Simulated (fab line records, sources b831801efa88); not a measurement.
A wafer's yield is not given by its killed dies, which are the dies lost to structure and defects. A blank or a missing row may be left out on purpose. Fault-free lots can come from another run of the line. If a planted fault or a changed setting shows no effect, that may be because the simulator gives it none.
Code-filled problem report in 8D (eight disciplines) form + flow sky130 + the parts of the form that need people (team, actions taken, sign-off) are left out

1. PROBLEM STATEMENT
VT_ADJUST_LVTN_2_TW at SKY_VT_ADJUST_LVTN_TW_MEAS_21 reads a mean of 30.5 on 3 wafers of 1 lot; wafers without a fault read 189.7 with a standard deviation of 1.2. So: -99 or more standard deviations from the usual mean.
The first sign was on wafer L534.1 at day 10 16:05, on film metro-03. Wafers with a number at this step in the record: 39, from 13 lots. The rule behind "out" and "out of limits": a value lying over 4 standard deviations away from the usual mean. The other wafers with a number count as sound.

2. WHAT IT IS AND WHAT IT IS NOT
| question                    | is                     | is not                                                                                                         |
|-----------------------------|------------------------|----------------------------------------------------------------------------------------------------------------|
| which readings at this step | VT_ADJUST_LVTN_2_TW    | -                                                                                                              |
| which lots                  | L534                   | L524, L525, L526, L527, L538, L539, L540, L542, L543, L545, L546, L547                                         |
| which wafers of those lots  | all that have a number | -                                                                                                              |
| read on which gauges        | film metro-03          | film metro-01, film metro-04                                                                                   |
| when                        | from day 10 16:05      | up to then (12 sound wafers); but 24 sound wafers of L538, L539, L540, L542, L543, L545, L546, L547 came after |

3. WHAT RULES OUT EACH SUSPECT
Counting: a tool at a process step up to the reading stays a suspect if it ran every lot that is out and no sound lot after the first of them.
- the gauge at SKY_VT_ADJUST_LVTN_TW_MEAS_21: ruled out. All the wafers that are out were read on film metro-03, but those of them that SKY_VT_ADJUST_LVTN_STRIP_09 has rows for are out there too, on other tools.
- plasma asher-03 at SKY_VT_ADJUST_LVTN_STRIP_09 (strips in O2/N2): ruled out as a lasting fault. Sound lots L545 ran on it after its first lot that is out, L534 (day 9 18:14).
- plasma asher-03 at SKY_VT_ADJUST_LVTN_STRIP_20 (strips in O2/N2): ruled out as a lasting fault. Sound lots L540, L545, L546 ran on it after its first lot that is out, L534 (day 10 15:59).
Left after counting: nothing in the record.

4. THE CAUSE (what the simulator had put in)
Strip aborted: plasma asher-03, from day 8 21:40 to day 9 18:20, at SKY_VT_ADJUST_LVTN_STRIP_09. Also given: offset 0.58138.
It was ruled out by counting, in error; the rule expects a fault to strike all lots run on its tool from its start on, and this fault did not.

5. THE CHAIN OF EFFECTS, in route order
Rows list readings where the struck wafers' mean (over those with a number) sits beyond 3 standard deviations from the usual. Only readings for which the record gives a usual standard deviation are gone through. hours: the time from each lot's start at the first step in this table that gives one to its start at this step, as a median over the lots. sigmas: the change in usual standard deviations.
| hours | step                          | reading                  | usual      | on struck wafers | change | sigmas      |
|-------|-------------------------------|--------------------------|------------|------------------|--------|-------------|
| 0     | SKY_VT_ADJUST_LVTN_STRIP_09   | oes product au           | 0.722 a.u. | 0.956            | +0.234 | +57         |
| 22    | SKY_VT_ADJUST_LVTN_STRIP_20   | strip time to endpoint s | 14.20 s    | 28.06            | +13.86 | +99 or more |
| 22    | SKY_VT_ADJUST_LVTN_TW_MEAS_21 | VT_ADJUST_LVTN_2_TW      | 189.7      | 30.5             | -159.2 | -99 or more |
It contains these process steps:
- SKY_VT_ADJUST_LVTN_STRIP_09: strips in O2/N2.
- SKY_VT_ADJUST_LVTN_STRIP_20: strips in O2/N2.
Readings that are blank on the struck wafers while sound wafers have them: strip time to endpoint s at SKY_VT_ADJUST_LVTN_STRIP_09.
Later measuring or inspecting steps at which every struck wafer that the step has a row for has a number for every such reading, and none has moved that far: SKY_GATE_OXIDE_OVL_MEAS_10, SKY_POLY_GATE_OVL_MEAS_14.

6. HOW IT WOULD HAVE BEEN CAUGHT EARLIER
42 hours passed between the start of the fault at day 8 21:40 and the first reading out of limits at a measuring or inspecting step in this record, taken at day 10 16:05.
At SKY_VT_ADJUST_LVTN_STRIP_09, the tool's own readings (oes product au) were out on each struck wafer the step has a row for, so an alarm limit on them would have fired on the first such wafer.
